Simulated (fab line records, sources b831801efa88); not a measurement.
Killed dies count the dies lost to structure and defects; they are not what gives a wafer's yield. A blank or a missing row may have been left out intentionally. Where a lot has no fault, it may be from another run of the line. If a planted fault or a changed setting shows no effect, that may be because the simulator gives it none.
Matching of chambers || flow gf180mcu || 4 sister chambers for GF_V3_CMP_04 on cmp-01
The step polishes SiO2. 4 wafers are shown with their chamber, then 12 later ones without.

## EACH WAFER AND ITS CHAMBER
{"wafer": "L085.5", "chamber": 0, "motor_current_A (A)": 12.7}
{"wafer": "L087.2", "chamber": 1, "motor_current_A (A)": 9.5}
{"wafer": "L087.4", "chamber": 3, "motor_current_A (A)": 13.7}
{"wafer": "L087.6", "chamber": 2, "motor_current_A (A)": 11.6}

## WAFERS WHOSE CHAMBER IS MISSING
{"wafer": "L089.1", "motor_current_A (A)": 14.3}
{"wafer": "L089.2", "motor_current_A (A)": 10.0}
{"wafer": "L089.6", "motor_current_A (A)": 9.6}
{"wafer": "L090.2", "motor_current_A (A)": 13.6}
{"wafer": "L090.3", "motor_current_A (A)": 12.0}
{"wafer": "L090.5", "motor_current_A (A)": 9.5}
{"wafer": "L095.2", "motor_current_A (A)": 12.3}
{"wafer": "L095.5", "motor_current_A (A)": 14.7}
{"wafer": "L095.6", "motor_current_A (A)": 12.4}
{"wafer": "L097.3", "motor_current_A (A)": 13.8}
{"wafer": "L097.4", "motor_current_A (A)": 11.4}
{"wafer": "L097.6", "motor_current_A (A)": 12.3}

## EACH ONE'S CHAMBER
{"wafer": "L089.1", "from the rows above": 3, "in truth": 3}
{"wafer": "L089.2", "from the rows above": 1, "in truth": 1}
{"wafer": "L089.6", "from the rows above": 1, "in truth": 1}
{"wafer": "L090.2", "from the rows above": "can't be placed: 3 or 0", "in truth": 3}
{"wafer": "L090.3", "from the rows above": "can't be placed: 2 or 0", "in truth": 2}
{"wafer": "L090.5", "from the rows above": 1, "in truth": 1}
{"wafer": "L095.2", "from the rows above": "can't be placed: 0 or 2", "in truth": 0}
{"wafer": "L095.5", "from the rows above": 3, "in truth": 3}
{"wafer": "L095.6", "from the rows above": "can't be placed: 0 or 2", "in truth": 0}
{"wafer": "L097.3", "from the rows above": 3, "in truth": 3}
{"wafer": "L097.4", "from the rows above": 2, "in truth": 2}
{"wafer": "L097.6", "from the rows above": "can't be placed: 0 or 2", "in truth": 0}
7 of 12 placed correctly. Can't be placed from these rows: 5 (the true chamber is among the candidates in 5). 0 placed wrongly.
How it was worked out, from the rows above alone: a wafer's distance from a chamber is the root of the sum, over the readings, of the square of ((its reading less the chamber's mean) divided by the reading's scatter). If the next closest chamber is less than 2 further off than the closest, the wafer can't be placed; otherwise it belongs to the closest. A chamber's mean is the mean of its shown wafers. The scatter: root of mean squared gap, hidden wafer to nearest shown wafer, with one shown wafer a chamber.
